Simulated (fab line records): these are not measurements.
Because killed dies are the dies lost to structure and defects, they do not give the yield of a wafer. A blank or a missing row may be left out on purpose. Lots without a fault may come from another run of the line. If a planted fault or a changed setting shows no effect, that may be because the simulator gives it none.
Which tool did it? / flow gf180mcu / 14 lots with 42 wafers sampled at 2 steps, on a route of 602 steps

WHAT THE GAUGES READ, wafer by wafer
GF_V1_THK_MEAS_01.
lot=L605; measured=day 18 08:10; on=film-metro-01; V1_CVD_00_THK (nm)=593 589 595
lot=L604; measured=day 18 10:11; on=film-metro-04; V1_CVD_00_THK (nm)=599 598 600
lot=L606; measured=day 18 21:34; on=film-metro-04; V1_CVD_00_THK (nm)=593 589 583
lot=L607; measured=day 19 09:16; on=film-metro-03; V1_CVD_00_THK (nm)=604 599 603
lot=L608; measured=day 19 14:43; on=film-metro-03; V1_CVD_00_THK (nm)=597 601 601
lot=L610; measured=day 20 05:29; on=film-metro-03; V1_CVD_00_THK (nm)=610 598 601
lot=L612; measured=day 20 21:51; on=film-metro-03; V1_CVD_00_THK (nm)=587 590 588
lot=L613; measured=day 21 10:47; on=film-metro-03; V1_CVD_00_THK (nm)=600 601 601
lot=L614; measured=day 21 15:16; on=film-metro-04; V1_CVD_00_THK (nm)=597 596 593
lot=L615; measured=day 21 16:50; on=film-metro-01; V1_CVD_00_THK (nm)=608 601 603
lot=L617; measured=day 22 15:28; on=film-metro-01; V1_CVD_00_THK (nm)=598 584 598
lot=L619; measured=day 23 05:30; on=film-metro-01; V1_CVD_00_THK (nm)=599 590 587
lot=L621; measured=day 23 20:16; on=film-metro-01; V1_CVD_00_THK (nm)=486 470 475
lot=L625; measured=day 25 03:05; on=film-metro-04; V1_CVD_00_THK (nm)=490 476 473

TOOL THAT RAN EACH LOT (tool first, then ch and the chambers of the sampled wafers, then the start)
lot=L605; GF_V1_CVD_00=hdpcvd-01 ch 0,1,2, day 18 08:04
lot=L604; GF_V1_CVD_00=hdpcvd-02 ch 0,1, day 18 10:07
lot=L606; GF_V1_CVD_00=hdpcvd-02 ch 0,2, day 18 21:29
lot=L607; GF_V1_CVD_00=hdpcvd-01 ch 1,2, day 19 09:11
lot=L608; GF_V1_CVD_00=hdpcvd-01 ch 0,1,2, day 19 14:39
lot=L610; GF_V1_CVD_00=hdpcvd-02 ch 1,2, day 20 05:23
lot=L612; GF_V1_CVD_00=hdpcvd-02 ch 0,2, day 20 21:46
lot=L613; GF_V1_CVD_00=hdpcvd-01 ch 1,2, day 21 10:42
lot=L614; GF_V1_CVD_00=hdpcvd-02 ch 0,1,2, day 21 15:11
lot=L615; GF_V1_CVD_00=hdpcvd-01 ch 0,1,2, day 21 16:45
lot=L617; GF_V1_CVD_00=hdpcvd-02 ch 0,2, day 22 15:23
lot=L619; GF_V1_CVD_00=hdpcvd-02 ch 0,2, day 23 05:26
lot=L621; GF_V1_CVD_00=hdpcvd-02 ch 0,1,2, day 23 20:11
lot=L625; GF_V1_CVD_00=hdpcvd-02 ch 0,1,2, day 25 03:00
- GF_V1_CVD_00: deposits SiO2, target thk 600 nm, time 100 s.

WHAT THE TOOLS THEMSELVES READ (means of the sampled wafers that have a number; where no wafer has one, the mark that the record gives instead)
GF_V1_CVD_00.
lot=L605; tool=hdpcvd-01; sih4-flow-sccm (sccm)=59.92
lot=L604; tool=hdpcvd-02; sih4-flow-sccm (sccm)=59.72
lot=L606; tool=hdpcvd-02; sih4-flow-sccm (sccm)=59.94
lot=L607; tool=hdpcvd-01; sih4-flow-sccm (sccm)=59.77
lot=L608; tool=hdpcvd-01; sih4-flow-sccm (sccm)=59.97
lot=L610; tool=hdpcvd-02; sih4-flow-sccm (sccm)=60.25
lot=L612; tool=hdpcvd-02; sih4-flow-sccm (sccm)=60.07
lot=L613; tool=hdpcvd-01; sih4-flow-sccm (sccm)=59.97
lot=L614; tool=hdpcvd-02; sih4-flow-sccm (sccm)=60.22
lot=L615; tool=hdpcvd-01; sih4-flow-sccm (sccm)=59.99
lot=L617; tool=hdpcvd-02; sih4-flow-sccm (sccm)=59.87
lot=L619; tool=hdpcvd-02; sih4-flow-sccm (sccm)=59.99
lot=L621; tool=hdpcvd-02; sih4-flow-sccm (sccm)=47.99
lot=L625; tool=hdpcvd-02; sih4-flow-sccm (sccm)=47.98

THE ANSWER, worked out from the rows above alone
Rule: the usual values come from the lots themselves. The widest of any qualifying gaps counts: lots, ordered by their means at a reading, are off when they make up no more than a third of the lots, leave a main group of 4 or more, and stand apart from it by 3 or more times the standard deviation of that group's means. A main group whose means are all the same, to the digits that the tables above print for the reading, isn't used. A lot without any number at a reading at which 4 lots or more have one is off too. The other lots that the step has rows for count as sound. After the gauges, taken in route order, come the tools' own readings; for these a lot's mean is taken, as printed above. The first step at which some lot is off is used, and at that step the reading that is off furthest; a lot without a number counts as furthest.
Off: L621, L625, at GF_V1_THK_MEAS_01 (V1_CVD_00_THK). The main group: mean 596 nm, standard deviation 5.4.
A tool fits if, at a process step before that reading, it ran every lot that is off, and no sound lot after the first of them. The gauges at GF_V1_THK_MEAS_01 aren't tried: what is off there is off at GF_V1_CVD_00 too, on other tools, and a gauge's error can't cause that. One candidate fits, namely hdpcvd-02 at GF_V1_CVD_00. A fault onset in the window from L619 (day 23 05:26, its last sound lot) to L621 (day 23 20:11, its first lot off) fits.
The tool's own readings at GF_V1_CVD_00 bear it out: on the lots that are off they differ by more than 5 times the standard deviation of the sound lots' means. sih4-flow-sccm reads 47.98 sccm there against 59.97 sccm on the sound lots.

WHAT THE SIMULATOR HAD PUT IN
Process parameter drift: hdpcvd-02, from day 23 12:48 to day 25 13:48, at GF_V1_CVD_00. Setting sih4-flow-sccm shifted by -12 from 60. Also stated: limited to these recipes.
Struck lots among those shown: L621, L625. The rule above found the same.
